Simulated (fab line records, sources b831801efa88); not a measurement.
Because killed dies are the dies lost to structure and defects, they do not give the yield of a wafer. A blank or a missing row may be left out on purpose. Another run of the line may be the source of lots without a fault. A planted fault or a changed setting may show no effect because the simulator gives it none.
Which tool did it?    flow gf180mcu    6 lots, 18 wafers sampled, at 2 steps of a route of 602

WHAT THE GAUGES SHOWED, per wafer
GF_DNWELL_TW_MEAS_09.
lot   measured     on             DNWELL_TW
L683  day 3 00:52  film-metro-03  1323 1322 1329
L685  day 3 11:29  film-metro-03  1329 1335 1331
L687  day 3 22:59  film-metro-01  1369 1374 1370
L696  day 5 22:16  film-metro-01  1072 1078 1081
L699  day 6 14:08  film-metro-03  1350 1347 1353
L704  day 7 17:23  film-metro-01  1339 1339 1344

WHAT TOOL EACH LOT RAN ON (gives the tool, then ch and the chambers of the sampled wafers, and finally the start)
lot   GF_DNWELL_IMPLANT_07
L683  implanter-03 ch 0, day 3 00:37
L685  implanter-03 ch 0, day 3 11:16
L687  implanter-01 ch 0, day 3 22:45
L696  implanter-01 ch 0, day 5 22:01
L699  implanter-03 ch 0, day 6 13:53
L704  implanter-03 ch 0, day 7 17:09
- GF_DNWELL_IMPLANT_07

THE ANSWER, worked out from the rows above alone
Rule: usual is defined by the lots themselves. The widest of any qualifying gaps counts: lots, ordered by their means at a reading, are off when they make up no more than a third of the lots, leave a main group of 4 or more, and stand apart from it by 3 or more times the standard deviation of that group's means. If all means in a main group match to the digits the tables above print for the reading, that group is not used. A lot without any number at a reading at which 4 lots or more have one is off too. All remaining lots with rows at the step are treated as sound.
Off: at GF_DNWELL_TW_MEAS_09 (DNWELL_TW), L696. For the main group the mean is 1344 and the standard deviation 16.
If a tool, at a process step before that reading, ran all the lots that are off and no sound lot after the first of them, it fits. Those tools and the gauges at GF_DNWELL_TW_MEAS_09 are tried in the same way. One fits: GF_DNWELL_IMPLANT_07 on implanter-01. A fault onset in the window from L687 (day 3 22:45, its last sound lot) to L696 (day 5 22:01, its first lot off) fits.

WHAT THE SIMULATOR PUT IN
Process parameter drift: implanter-01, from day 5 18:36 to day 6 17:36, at GF_DNWELL_IMPLANT_07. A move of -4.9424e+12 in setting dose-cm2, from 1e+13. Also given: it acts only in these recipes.
Shown lots that were struck: L696. The same result came from the rule above.
